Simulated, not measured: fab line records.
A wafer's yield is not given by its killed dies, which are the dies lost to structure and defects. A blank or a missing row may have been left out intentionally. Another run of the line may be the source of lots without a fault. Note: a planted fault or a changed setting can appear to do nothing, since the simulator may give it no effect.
Check of tool commonality + flow sky130 + Sampled: 13 lots, 39 wafers

## REASON IT WAS OPENED
SKY_LDD_P_TW_MEAS_11, reading LDD_P_TW: flagged on 2 of 13 lots. Wafers without a fault read 635, standard deviation 6.3.
Rule: a lot is flagged in two cases, either no wafer of it has a number, or all its wafers with numbers fall more than 4 standard deviations from that mean. All remaining lots are regarded as sound.

| lot  | measured     | on            | LDD_P_TW, wafer by wafer | flag    |
|------|--------------|---------------|--------------------------|---------|
| L192 | day 18 16:19 | film_metro-04 | 630 626 627              |         |
| L194 | day 19 08:59 | film_metro-02 | 638 636 637              |         |
| L197 | day 20 14:31 | film_metro-01 | 627 632 628              |         |
| L198 | day 21 00:58 | film_metro-02 | 642 638 639              |         |
| L199 | day 21 14:28 | film_metro-01 | 629 634 629              |         |
| L200 | day 22 20:31 | film_metro-01 | 625 628 628              |         |
| L201 | day 23 02:46 | film_metro-04 | 629 628 631              |         |
| L205 | day 23 20:47 | film_metro-02 | 587 584 586              | FLAGGED |
| L207 | day 24 12:36 | film_metro-02 | 592 593 588              | FLAGGED |
| L211 | day 26 00:40 | film_metro-02 | 642 641 640              |         |
| L213 | day 26 08:59 | film_metro-02 | 642 641 642              |         |
| L214 | day 26 18:04 | film_metro-02 | 640 641 641              |         |
| L215 | day 27 07:19 | film_metro-01 | 634 635 633              |         |
Average over the flagged lots: 588; offset from the usual -47, equal to -7 standard deviations.

## EACH LOT AND THE TOOL IT RAN ON
The record holds 1 process step before the reading, out of a route of 708 steps. Cell contents, in order: the tool; ch with the chambers the sampled wafers went through; the start.
| lot  | flag    | SKY_LDD_P_IMPLANT_09            |
|------|---------|---------------------------------|
| L192 |         | implanter-04 ch 0, day 18 16:05 |
| L194 |         | implanter-01 ch 0, day 19 08:46 |
| L197 |         | implanter-04 ch 0, day 20 14:16 |
| L198 |         | implanter-02 ch 0, day 21 00:43 |
| L199 |         | implanter-01 ch 0, day 21 14:13 |
| L200 |         | implanter-02 ch 0, day 22 20:16 |
| L201 |         | implanter-02 ch 0, day 23 02:31 |
| L205 | FLAGGED | implanter-02 ch 0, day 23 20:34 |
| L207 | FLAGGED | implanter-02 ch 0, day 24 12:23 |
| L211 |         | implanter-04 ch 0, day 26 00:25 |
| L213 |         | implanter-01 ch 0, day 26 08:45 |
| L214 |         | implanter-01 ch 0, day 26 17:49 |
| L215 |         | implanter-04 ch 0, day 27 07:05 |
What these steps do:
- SKY_LDD_P_IMPLANT_09
- SKY_LDD_P_TW_MEAS_11

## FLAGGED AGAINST TOTAL, ONE TOOL AT A TIME (gauges that did the reading follow at the end)
| step                 | tool          | lots run | flagged | share of the flagged lots | sound lots run after its first flagged lot |
|----------------------|---------------|----------|---------|---------------------------|--------------------------------------------|
| SKY_LDD_P_IMPLANT_09 | implanter-01  | 4        | 0       | none                      | -                                          |
| SKY_LDD_P_IMPLANT_09 | implanter-02  | 5        | 2       | all                       | 0                                          |
| SKY_LDD_P_IMPLANT_09 | implanter-04  | 4        | 0       | none                      | -                                          |
| SKY_LDD_P_TW_MEAS_11 | film_metro-01 | 4        | 0       | none                      | -                                          |
| SKY_LDD_P_TW_MEAS_11 | film_metro-02 | 7        | 2       | all                       | 3 (L211,L213,L214)                         |
| SKY_LDD_P_TW_MEAS_11 | film_metro-04 | 2        | 0       | none                      | -                                          |

## WHAT IS ALLOWED BY THE TABLE
Every flagged lot went through 2 rows of the table: implanter-02 at SKY_LDD_P_IMPLANT_09 and film_metro-02 at SKY_LDD_P_TW_MEAS_11.
- implanter-02 at SKY_LDD_P_IMPLANT_09 ran 5 lots, 2 of them flagged. A fault beginning between L201 (day 23 02:31), its last sound lot, and L205 (day 23 20:34), its first flagged one, fits the data. Its own readings lie more than 4 standard deviations out on every wafer of the flagged lots: beam_on_s, faraday_current_uA.
- film_metro-02 at SKY_LDD_P_TW_MEAS_11 ran 7 lots, 2 of them flagged. Lots that were sound ran on it after the first flagged one (L211, L213, L214); a persistent fault on the entire tool would not allow that.
Left over: one tool, implanter-02 at SKY_LDD_P_IMPLANT_09.

## WHAT HAD BEEN PUT IN BY THE SIMULATOR
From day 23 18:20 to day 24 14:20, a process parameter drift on implanter-02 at SKY_LDD_P_IMPLANT_09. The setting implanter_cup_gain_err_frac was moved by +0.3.
Struck lots among those shown: L205, L207. Same finding as the rule above.
